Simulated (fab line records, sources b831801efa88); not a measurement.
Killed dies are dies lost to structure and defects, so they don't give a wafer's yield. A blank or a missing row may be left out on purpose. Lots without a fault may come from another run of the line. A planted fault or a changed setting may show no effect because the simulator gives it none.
Problem report in the 8D (eight disciplines) form, filled by code | flow sky130 | the parts of the form that need people (team, actions taken, sign-off) are left out

1. THE PROBLEM
LDD_HVN_TW at SKY_LDD_HVN_TW_MEAS_10 reads a mean of 30 on 3 wafers of 1 lot; wafers without a fault read 1436 with a standard deviation of 12. That is -99 or more standard deviations from the usual mean.
First seen on wafer L304.2, day 27 05:42, on film_metro-03. The record holds 39 wafers of 13 lots with a number at this step. Rule for "out", or "out of limits": more than 4 standard deviations from the usual mean. The other wafers with a number count as sound.

2. WHAT IT IS AND WHAT IT IS NOT
question                    | is                     | is not
which readings at this step | LDD_HVN_TW             | -
which lots                  | L304                   | L286, L287, L289, L290, L291, L292, L293, L295, L296, L297, L302, L308
which wafers of those lots  | all that have a number | -
read on which gauges        | film_metro-03          | film_metro-01, film_metro-04
when                        | from day 27 05:42      | up to then (33 sound wafers); but 3 sound wafers of L308 came after

3. SUSPECTS, AND WHAT RULES EACH OUT
Counting: a tool at a process step up to the reading stays a suspect if it ran every lot that is out and no sound lot after the first of them.
- the gauge at SKY_LDD_HVN_TW_MEAS_10: ruled out. All the wafers that are out were read on film_metro-03, but those of them that SKY_LDD_P_STRIP_10 has rows for are out there too, on other tools.
- rie_diel-02 at SKY_SONOS_ONO_ETCH_15 (etches the open film in CHF3/O2, target depth 19.52 nm, time 7.8 s): kept. It ran the lot that is out, L304 (day 19 04:34), and no sound lot after that; its last sound lot up to then is L297 (day 16 18:43).
- plasma_asher-04 at SKY_GATE_OXIDE_STRIP_13 (strips in O2/N2): kept. It ran the lot that is out, L304 (day 20 14:04), and no sound lot after that.
- plasma_asher-04 at SKY_LDD_P_STRIP_10 (strips in O2/N2): kept. It ran the lot that is out, L304 (day 26 00:23), and no sound lot after that; its last sound lot up to then is L293 (day 22 08:03). Its own readings are out on those wafers: oes_product_au.
- plasma_asher-03 at SKY_LDD_HVN_STRIP_09 (strips in O2/N2): kept. It ran the lot that is out, L304 (day 27 05:35), and no sound lot after that; its last sound lot up to then is L302 (day 26 17:20). Its own readings are out on those wafers: oes_product_au, strip_time_to_endpoint_s.
Left after counting: rie_diel-02 at SKY_SONOS_ONO_ETCH_15, plasma_asher-04 at SKY_GATE_OXIDE_STRIP_13, plasma_asher-04 at SKY_LDD_P_STRIP_10, plasma_asher-03 at SKY_LDD_HVN_STRIP_09.

4. THE CAUSE (what the simulator had put in)
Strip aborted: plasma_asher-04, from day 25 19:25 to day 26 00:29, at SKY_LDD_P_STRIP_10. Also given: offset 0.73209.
Counting left 4 suspects, and this tool is among them.

5. THE CHAIN OF EFFECTS, in route order
Each row: a reading whose mean over the struck wafers that have a number lies more than 3 standard deviations from the usual. Only readings for which the record gives a usual standard deviation are gone through. hours: the time from each lot's start at the first step in this table that gives one to its start at this step, as a median over the lots. sigmas: the change in usual standard deviations.
hours | step                   | reading                  | usual      | on struck wafers | change | sigmas
0     | SKY_LDD_P_STRIP_10     | oes_product_au           | 0.715 a.u. | 0.921            | +0.206 | +45
29    | SKY_LDD_HVN_STRIP_09   | oes_product_au           | 0.409 a.u. | 0.718            | +0.309 | +70
29    | SKY_LDD_HVN_STRIP_09   | strip_time_to_endpoint_s | 4.136 s    | 12.825           | +8.689 | +99 or more
29    | SKY_LDD_HVN_TW_MEAS_10 | LDD_HVN_TW               | 1436       | 30               | -1406  | -99 or more
The process steps in it:
- SKY_LDD_P_STRIP_10: strips in O2/N2.
- SKY_LDD_HVN_STRIP_09: strips in O2/N2.
Readings that are blank on the struck wafers while sound wafers have them: strip_time_to_endpoint_s at SKY_LDD_P_STRIP_10.

6. WHAT WOULD HAVE CAUGHT IT SOONER
In this record the first reading out of limits at a measuring or inspecting step was taken at day 27 05:42, 34 hours after the fault began at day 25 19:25.
The tool's own readings at SKY_LDD_P_STRIP_10 were out on every struck wafer that the step has a row for (oes_product_au): an alarm limit on them would have fired on the first of those.
All the lots that are out (1) had begun SKY_LDD_P_STRIP_10 on plasma_asher-04 by day 27 05:42. A hold on the tool at that time would have spared none of them.
